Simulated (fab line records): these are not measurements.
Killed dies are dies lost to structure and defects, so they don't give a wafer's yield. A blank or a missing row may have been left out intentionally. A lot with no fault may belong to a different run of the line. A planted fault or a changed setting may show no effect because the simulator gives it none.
The tool behind it: which one? | flow gf180mcu | Sampling: 13 lots, 39 wafers, 5 of 602 route steps

## WHAT EACH GAUGE READ, for each wafer
GF_HV_LDD_THK_MEAS_57. Usual: HV_LDD_CVD_56_THK 90.4 nm, standard deviation 0.74.
lot  | measured     | on            | HV_LDD_CVD_56_THK (nm) | flag
L919 | day 12 12:06 | film metro-04 | 91.6 91.4 91.6         |
L920 | day 12 20:38 | film metro-03 | 89.1 89.4 89.9         |
L921 | day 13 04:52 | film metro-01 | 90.0 90.0 90.3         |
L922 | day 13 12:53 | film metro-03 | 90.4 90.3 90.8         |
L923 | day 13 17:34 | film metro-03 | 90.2 89.3 90.8         |
L930 | day 16 04:14 | film metro-03 | 91.3 91.2 90.9         |
L931 | day 16 15:01 | film metro-03 | 91.3 90.4 91.2         |
L933 | day 16 23:23 | film metro-04 | 91.7 90.7 90.3         |
L935 | day 18 04:34 | film metro-03 | 90.7 89.9 90.5         |
L936 | day 18 11:00 | film metro-03 | 91.8 90.9 91.3         |
L939 | day 19 10:31 | film metro-03 | 90.0 90.9 90.9         |
L940 | day 19 18:10 | film metro-01 | 90.2 90.7 90.3         |
L942 | day 20 05:08 | film metro-03 | 91.4 91.2 91.2         |

GF_CONTACT_CD_MEAS_14: target cd 220 nm. Usual: cd nm reads 219.7 nm (standard deviation 1.9).
lot  | measured     | on        | cd nm (nm)        | flag
L919 | day 15 23:25 | cd sem-01 | 219.3 219.9 220.2 |
L920 | day 16 09:10 | cd sem-01 | 219.1 220.0 218.2 |
L921 | day 16 18:43 | cd sem-02 | 216.5 219.1 218.1 |
L922 | day 17 04:35 | cd sem-01 | 219.7 220.7 220.3 |
L923 | day 17 08:41 | cd sem-02 | 216.1 218.1 218.4 |
L930 | day 20 04:12 | cd sem-02 | 231.4 230.5 231.6 | OFF
L931 | day 20 14:07 | cd sem-02 | 228.6 229.0 228.4 | OFF
L933 | day 21 01:22 | cd sem-02 | 219.3 219.1 220.1 |
L935 | day 22 07:15 | cd sem-02 | 219.4 221.0 219.5 |
L936 | day 22 13:02 | cd sem-02 | 222.4 222.0 220.4 |
L939 | day 23 10:14 | cd sem-01 | 219.8 218.9 220.4 |
L940 | day 23 19:20 | cd sem-01 | 219.8 219.4 218.9 |
L942 | day 24 03:33 | cd sem-02 | 221.5 221.9 221.0 |

GF_M1_THK_MEAS_06: measures by xrf. Usual: M1_ALCU_THK 455 nm, standard deviation 5.3.
lot  | measured     | on            | M1_ALCU_THK (nm) | flag
L919 | day 16 01:04 | film metro-01 | 458 458 454      |
L920 | day 16 10:49 | film metro-04 | 453 445 452      |
L921 | day 16 20:20 | film metro-02 | 454 451 449      |
L922 | day 17 06:12 | film metro-02 | 458 457 452      |
L923 | day 17 10:19 | film metro-01 | 451 457 453      |
L930 | day 20 05:51 | film metro-01 | 448 449 450      |
L931 | day 20 15:44 | film metro-01 | 453 450 455      |
L933 | day 21 03:04 | film metro-04 | 444 443 447      |
L935 | day 22 08:54 | film metro-04 | 461 464 463      |
L936 | day 22 14:41 | film metro-01 | 457 460 462      |
L939 | day 23 11:53 | film metro-02 | 453 449 455      |
L940 | day 23 21:05 | film metro-01 | 454 452 456      |
L942 | day 24 05:10 | film metro-02 | 454 450 452      |

## TOOL THAT RAN EACH LOT (tool first, then ch and the chambers of the sampled wafers, then the start)
lot  | GF_POLY_GATE_ETCH_12               | GF_CONTACT_EXPOSE_11
L919 | rie diel-02 ch 0,2,3, day 9 05:04  | krf scanner-02 ch 0, day 15 12:55
L920 | rie diel-02 ch 1,3, day 9 11:52    | krf scanner-02 ch 0, day 15 22:04
L921 | rie diel-03 ch 0,1,3, day 9 19:18  | krf scanner-02 ch 0, day 16 07:47
L922 | rie diel-03 ch 1,3, day 10 03:03   | krf scanner-01 ch 0, day 16 17:01
L923 | rie diel-04 ch 2,3, day 10 06:03   | krf scanner-01 ch 0, day 16 21:37
L930 | rie diel-02 ch 1,3, day 12 12:04   | krf scanner-02 ch 0, day 19 16:31
L931 | rie diel-03 ch 2,3, day 12 21:13   | krf scanner-02 ch 0, day 20 02:31
L933 | rie diel-04 ch 0,2,3, day 13 04:22 | krf scanner-01 ch 0, day 20 13:43
L935 | rie diel-04 ch 0,1,2, day 14 01:49 | krf scanner-01 ch 0, day 21 19:24
L936 | rie diel-04 ch 0,1,2, day 14 10:13 | krf scanner-01 ch 0, day 22 00:57
L939 | rie diel-02 ch 0,1,3, day 15 07:51 | krf scanner-01 ch 0, day 22 23:28
L940 | rie diel-04 ch 0,2, day 15 16:34   | krf scanner-01 ch 0, day 23 07:46
L942 | rie diel-04 ch 2,3, day 16 00:45   | krf scanner-01 ch 0, day 23 16:55
- GF_POLY_GATE_ETCH_12: etches BARC in N2/H2.
- GF_CONTACT_EXPOSE_11: exposes mask Contact, target cd 220 nm.

## AS READ BY THE TOOLS THEMSELVES (means over the sampled wafers that have a number; for cases with no such wafer, the mark the record gives instead)
GF_POLY_GATE_ETCH_12. Usual: drypump motor current A 5.8 A, standard deviation 0.53; n2 flow sccm 100.04 sccm, standard deviation 0.27; oes product au 0.736 a.u., standard deviation 0.0042; throttle valve pct 13.214 %, standard deviation 0.0093.
lot  | tool        | drypump motor current A (A) | n2 flow sccm (sccm) | oes product au (a.u.) | throttle valve pct (%) | flag
L919 | rie diel-02 | 6.1                         | 100.09              | 0.736                 | 13.213                 |
L920 | rie diel-02 | 5.6                         | 100.07              | 0.740                 | 13.211                 |
L921 | rie diel-03 | 5.3                         | 100.05              | 0.739                 | 13.213                 |
L922 | rie diel-03 | 5.3                         | 99.81               | 0.734                 | 13.209                 |
L923 | rie diel-04 | 6.3                         | 99.70               | 0.737                 | 13.228                 |
L930 | rie diel-02 | 5.6                         | 99.87               | 0.736                 | 13.218                 |
L931 | rie diel-03 | 5.1                         | 100.11              | 0.735                 | 13.221                 |
L933 | rie diel-04 | 6.2                         | 99.91               | 0.731                 | 13.217                 |
L935 | rie diel-04 | 6.2                         | 100.24              | 0.732                 | 13.212                 |
L936 | rie diel-04 | 6.2                         | 100.06              | 0.733                 | 13.211                 |
L939 | rie diel-02 | 5.8                         | 100.00              | 0.735                 | 13.195                 |
L940 | rie diel-04 | 6.4                         | 100.13              | 0.737                 | 13.207                 |
L942 | rie diel-04 | 6.3                         | 99.79               | 0.740                 | 13.210                 |

GF_CONTACT_EXPOSE_11. Usual: exposure dose mJ cm2 reads 37.96 (standard deviation 0.041).
lot  | tool           | exposure dose mJ cm2 | flag
L919 | krf scanner-02 | 37.93                |
L920 | krf scanner-02 | 37.95                |
L921 | krf scanner-02 | 37.93                |
L922 | krf scanner-01 | 37.97                |
L923 | krf scanner-01 | 38.02                |
L930 | krf scanner-02 | 40.18                | OFF
L931 | krf scanner-02 | 40.16                | OFF
L933 | krf scanner-01 | 37.99                |
L935 | krf scanner-01 | 38.00                |
L936 | krf scanner-01 | 37.95                |
L939 | krf scanner-01 | 37.96                |
L940 | krf scanner-01 | 37.98                |
L942 | krf scanner-01 | 37.92                |

## THE ANSWER, worked out from the rows above alone
Rule: lot off if the mean of its wafers having a number is beyond 3 standard deviations from the usual mean. A lot without any number at a reading at which 4 lots or more have one is off too. Where the step has rows for the other lots, those lots are counted as sound. Order of review: gauges by route order, followed by the tools' own readings, for which a lot's mean as printed above is used. The first step at which some lot is off is used, and at that step the reading that is off furthest; a lot without a number counts as furthest.
Off: L930, L931, at GF_CONTACT_CD_MEAS_14 (cd nm).
A tool fits if, at a process step before that reading, it ran every lot that is off, and no sound lot after the first of them. The gauges at GF_CONTACT_CD_MEAS_14 aren't tried: what is off there is off at GF_CONTACT_EXPOSE_11 too, on other tools, and a gauge's error can't cause that. One fits: GF_CONTACT_EXPOSE_11 on krf scanner-02. Its last sound lot is L921 (day 16 07:47), its first lot that is off L930 (day 19 16:31): a fault that began between those two fits.
The tool's own readings at GF_CONTACT_EXPOSE_11 bear it out: on the lots that are off they differ by more than 5 times the standard deviation of the sound lots' means. exposure dose mJ cm2 reads 40.17 there against 37.96 on the sound lots.

## WHAT HAD BEEN PUT IN BY THE SIMULATOR
Process parameter drift: krf scanner-02, from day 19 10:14 on, at GF_CONTACT_EXPOSE_11. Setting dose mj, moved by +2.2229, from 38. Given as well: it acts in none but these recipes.
Lots struck among those shown: L930, L931. Same finding as the rule above.
